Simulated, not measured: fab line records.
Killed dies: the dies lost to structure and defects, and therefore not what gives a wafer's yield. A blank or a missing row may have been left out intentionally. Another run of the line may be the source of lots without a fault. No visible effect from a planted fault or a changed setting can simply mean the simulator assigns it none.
Struck lot and sound lot, side by side -- flow sky130 -- 18 steps out of a route of 708
Sound: these wafers, L932.2, L932.3, L932.6. Struck: wafer L920.2. (L920.1, L920.6 of the same lot were not struck and are left out.) The cause comes at the end.
Per side, at each step with rows, come the tool, then ch with its chambers, and then its first start. Under that, the readings that differ: sound wafers -- struck wafers -- difference of the means -- sigmas: that difference in standard deviations of wafers without a fault.
alike: same words and numbers on both sides, and readings whose means sit less than 2 such deviations apart. not compared: any withheld reading, any reading some wafer has no value for, any bound like >300 that may hide the same value, and any number with overlapping values for which the record gives no deviation.
A row with sigmas, a row that says differs or no value, or rows on one side alone: a step with any of these is where the two part. Non-overlapping numbers with no deviation appear without sigmas and do not part them. A reading that every wafer of one side lacks parts them only if that side has two wafers or more.

first, 2 steps without rows for these wafers: SKY_CONTACT_PEB_12; SKY_CONTACT_DEVELOP_13 (develop time 60 s).
SKY_CONTACT_CD_MEAS_14: the cd target is 170 nm.
  sound on cd-sem-02, day 38 10:55; struck on cd-sem-02, day 34 19:02
  alike: cd-nm
SKY_CONTACT_OVL_MEAS_15:
  sound on overlay-01, day 38 11:01; struck on overlay-01, day 34 19:10
  alike: CONTACT_OVL
SKY_CONTACT_ETCH_16: etches BARC in N2/H2, stops on SiO2, time 45.9 s, target depth 60 nm.
  sound on rie-diel-04 ch 0,1,2, day 38 11:02; struck on rie-diel-01 ch 1, day 34 19:11
reading,sound,struck,difference,sigmas
oes-product-au (a.u.),0.851 0.854 0.855,0.844,-0.009,-2
  alike: drypump-motor-current-A, throttle-valve-pct
  not compared: rf-hours-counter-h
SKY_CONTACT_ETCH_17: etches SiO2 in C4F8/O2/Ar, stops on Si3N4, target depth 340 nm.
  sound on rie-diel-04 ch 0,1,2, day 38 11:05; struck on rie-diel-01 ch 1, day 34 19:14
  alike: oes-product-au
SKY_CONTACT_ETCH_18: etches Si3N4 in CHF3/O2, stops on TiN, time 39 s, target depth 75 nm.
  sound on rie-diel-04 ch 0,1,2; struck on rie-diel-01 ch 1
  alike: chf3-flow-sccm, drypump-motor-current-A, oes-product-au, throttle-valve-pct
  not compared: rf-hours-counter-h
SKY_CONTACT_STRIP_19: strips in O2/N2.
  sound on plasma-asher-03 ch 0,1, day 38 11:11; struck on plasma-asher-01 ch 1, day 34 19:20
  alike: drypump-motor-current-A, oes-product-au, strip-time-to-endpoint-s
  not compared: rf-hours-counter-h
then, 3 steps without rows for these wafers: SKY_CONTACT_STRIP_20 (strips in post etch residue remover, time 1200 s); SKY_CONTACT_CLEAN_21 (cleans in IPA, time 180 s); SKY_CONTACT_CLEAN_22 (cleans in O3/DIW).
SKY_CONTACT_SPUTTER_23: material TiN, target thk 20 nm, time 80 s.
  sound on pvd-sputter-01, day 38 11:46; struck on pvd-sputter-02, day 34 19:55
  alike: throttle-valve-pct
SKY_CONTACT_CVD_24: deposits W, target thk 340 nm, time 102.12 s.
  sound on cvd-w-02 ch 0,1, day 38 11:50; struck on cvd-w-02 ch 0, day 34 19:59
reading,sound,struck,difference,sigmas
model.W_of_CONTACT_CVD_24.thk-nm (nm),343.3 340.1 342.3,286.2,-55.7,
  alike: heater-power-outer-w, heater-power-w
SKY_CONTACT_RS_MEAS_25: uses a four-point probe to measure.
  sound on film-metro-01, day 38 11:58; struck on film-metro-03, day 34 20:05
reading,sound,struck,difference,sigmas
CONTACT_W_RS (ohm/sq),0.334 0.337 0.335,0.401,+0.066,+19
SKY_CONTACT_THK_MEAS_26: measures by xrf.
  sound on film-metro-01, day 38 12:04; struck on film-metro-03, day 34 20:13
reading,sound,struck,difference,sigmas
CONTACT_W_THK (nm),353 348 351,296,-55,-11
SKY_CONTACT_CMP_27: polishes, stops on SiO2, t overpolish 15 s, target thk 0 nm.
  sound on cmp-01 ch 0,1,3, day 38 12:10; struck on cmp-01 ch 2, day 34 20:19
reading,sound,struck,difference,sigmas
time-to-endpoint-s (s),81 82 80,69,-12,-4
  alike: edge-zone-pressure-frac, motor-current-A
then, 2 steps without rows for these wafers: SKY_METAL1_SPUTTER_00 (material Ti, target thk 15 nm, time 10 s); SKY_PAD_OPEN_PROBE_99.

## WHERE THEY PART
Last at SKY_CONTACT_CMP_27 as far as this record goes, first at SKY_CONTACT_ETCH_16.

WHY: what had been put in by the simulator
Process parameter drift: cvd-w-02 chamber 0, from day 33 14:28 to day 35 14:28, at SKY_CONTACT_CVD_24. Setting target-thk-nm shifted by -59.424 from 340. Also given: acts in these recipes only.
